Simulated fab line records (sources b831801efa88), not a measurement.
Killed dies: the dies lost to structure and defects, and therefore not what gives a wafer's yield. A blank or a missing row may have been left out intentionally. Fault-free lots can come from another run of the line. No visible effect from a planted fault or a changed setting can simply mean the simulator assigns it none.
Which tool is to blame? | flow sky130 | 42 wafers from 14 lots sampled at 2 of the route's 708 steps

== WHAT THE GAUGES SHOWED, per wafer ==
The record holds no reading of a measuring or inspecting step that can be judged against a usual standard deviation.

== EACH LOT AND THE TOOL THAT RAN IT (in order: tool; ch and the chambers of the sampled wafers; start) ==
lot  | SKY_PASSIVATION_ETCH_11            | SKY_PASSIVATION_STRIP_12
L561 | rie diel-04 ch 2,3, day 46 01:22   | plasma asher-03 ch 0,1, day 46 01:29
L563 | rie diel-01 ch 0,3, day 46 11:37   | plasma asher-03 ch 0,1, day 46 11:44
L564 | rie diel-01 ch 0,2,3, day 46 17:01 | plasma asher-04 ch 0,1, day 46 17:09
L565 | rie diel-03 ch 0,1, day 47 00:55   | plasma asher-01 ch 0,1, day 47 01:02
L566 | rie diel-04 ch 1,2,3, day 47 02:08 | plasma asher-04 ch 0,1, day 47 02:15
L567 | rie diel-03 ch 0,1,2, day 47 04:26 | plasma asher-04 ch 0,1, day 47 04:33
L568 | rie diel-01 ch 0,1,3, day 47 15:40 | plasma asher-04 ch 0,1, day 47 15:46
L573 | rie diel-04 ch 0,1,2, day 48 21:50 | plasma asher-03 ch 0,1, day 48 21:59
L576 | rie diel-04 ch 0,2,3, day 49 13:31 | plasma asher-04 ch 0,1, day 49 13:37
L579 | rie diel-01 ch 0,3, day 50 00:16   | plasma asher-04 ch 0,1, day 50 00:22
L580 | rie diel-03 ch 1,2, day 50 09:37   | plasma asher-03 ch 0,1, day 50 09:44
L582 | rie diel-03 ch 0,3, day 50 17:26   | plasma asher-04 ch 0,1, day 50 17:33
L583 | rie diel-03 ch 1,2,3, day 50 18:47 | plasma asher-04 ch 0,1, day 50 18:56
L584 | rie diel-01 ch 1,2,3, day 51 02:34 | plasma asher-04 ch 0,1, day 51 02:40
- SKY_PASSIVATION_ETCH_11: etches the open film in CF4/O2, stops on AlCu, target depth 725 nm, time 161.1 s.
- SKY_PASSIVATION_STRIP_12: strips in O2/N2.

== WHAT THE TOOLS THEMSELVES READ (means of the sampled wafers that have a number; where no wafer has one, the mark that the record gives instead) ==
SKY_PASSIVATION_ETCH_11. Usual: O2_flow_sccm 10.00 sccm, standard deviation 0.032; drypump motor current A 6.0 A, standard deviation 0.59; oes product au 0.978 a.u., standard deviation 0.0064; throttle valve pct 5.965 %, standard deviation 0.0099.
lot  | tool        | O2_flow_sccm (sccm) | drypump motor current A (A) | oes product au (a.u.) | throttle valve pct (%) | flag
L561 | rie diel-04 | 9.99                | 6.6                         | 0.981                 | 5.966                  |
L563 | rie diel-01 | 9.96                | 5.7                         | 0.984                 | 5.967                  |
L564 | rie diel-01 | 9.98                | 5.9                         | 0.975                 | 5.966                  |
L565 | rie diel-03 | 9.96                | 6.4                         | 0.977                 | 5.975                  |
L566 | rie diel-04 | 9.97                | 6.4                         | 0.973                 | 5.972                  |
L567 | rie diel-03 | 10.00               | 6.3                         | 0.984                 | 5.965                  |
L568 | rie diel-01 | 10.00               | 5.8                         | 0.976                 | 5.968                  |
L573 | rie diel-04 | 10.02               | 5.8                         | 0.938                 | 5.949                  | OFF
L576 | rie diel-04 | 10.00               | 6.1                         | 0.939                 | 5.951                  | OFF
L579 | rie diel-01 | 10.00               | 5.7                         | 0.985                 | 5.971                  |
L580 | rie diel-03 | 9.98                | 6.0                         | 0.976                 | 5.964                  |
L582 | rie diel-03 | 9.98                | 6.1                         | 0.973                 | 5.968                  |
L583 | rie diel-03 | 10.01               | 5.7                         | 0.983                 | 5.968                  |
L584 | rie diel-01 | 10.03               | 6.0                         | 0.980                 | 5.968                  |

SKY_PASSIVATION_STRIP_12. Usual: drypump motor current A 5.5 A, standard deviation 0.4; oes product au 0.661 a.u., standard deviation 0.0047; strip time to endpoint s 31.58 s, standard deviation 0.13.
lot  | tool            | drypump motor current A (A) | oes product au (a.u.) | strip time to endpoint s (s) | flag
L561 | plasma asher-03 | 5.4                         | 0.664                 | 31.32                        |
L563 | plasma asher-03 | 5.4                         | 0.657                 | 31.42                        |
L564 | plasma asher-04 | 5.5                         | 0.658                 | 31.70                        |
L565 | plasma asher-01 | 5.4                         | 0.665                 | 31.65                        |
L566 | plasma asher-04 | 5.5                         | 0.661                 | 31.40                        |
L567 | plasma asher-04 | 5.8                         | 0.663                 | 31.53                        |
L568 | plasma asher-04 | 5.5                         | 0.663                 | 31.51                        |
L573 | plasma asher-03 | 5.3                         | 0.664                 | 32.00                        | OFF
L576 | plasma asher-04 | 5.5                         | 0.656                 | 32.05                        | OFF
L579 | plasma asher-04 | 5.8                         | 0.660                 | 31.44                        |
L580 | plasma asher-03 | 5.3                         | 0.657                 | 31.60                        |
L582 | plasma asher-04 | 5.5                         | 0.664                 | 31.60                        |
L583 | plasma asher-04 | 5.5                         | 0.659                 | 31.61                        |
L584 | plasma asher-04 | 5.8                         | 0.663                 | 31.57                        |

== THE ANSWER, worked out from the rows above alone ==
Rule: a lot is off if the mean of its wafers that have a number lies more than 3 standard deviations from the usual mean. A lot without any number at a reading at which 4 lots or more have one is off too. All remaining lots with rows at the step are treated as sound. The gauges are gone through in route order, then the tools' own readings, and for those a lot's mean is taken as printed above. The first step at which some lot is off is used, and at that step the reading that is off furthest; a lot without a number counts as furthest.
Off: L573, L576, at SKY_PASSIVATION_ETCH_11 (oes product au).
If a tool, at that step or one of the process steps before it, ran each lot that is off and ran no sound lot following the first of them, it fits. One fits: SKY_PASSIVATION_ETCH_11 on rie diel-04. Its last sound lot is L566 (day 47 02:08), its first lot that is off L573 (day 48 21:50): a fault that began between those two fits.
The tool's own readings at SKY_PASSIVATION_ETCH_11 bear it out: on the lots that are off they differ by more than 5 times the standard deviation of the sound lots' means. oes product au reads 0.938 a.u. there against 0.979 a.u. on the sound lots; throttle valve pct reads 5.950 % there against 5.968 % on the sound lots.

== WHAT THE SIMULATOR PUT IN ==
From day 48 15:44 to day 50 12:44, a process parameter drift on rie diel-04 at SKY_PASSIVATION_ETCH_11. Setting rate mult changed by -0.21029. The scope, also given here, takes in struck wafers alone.
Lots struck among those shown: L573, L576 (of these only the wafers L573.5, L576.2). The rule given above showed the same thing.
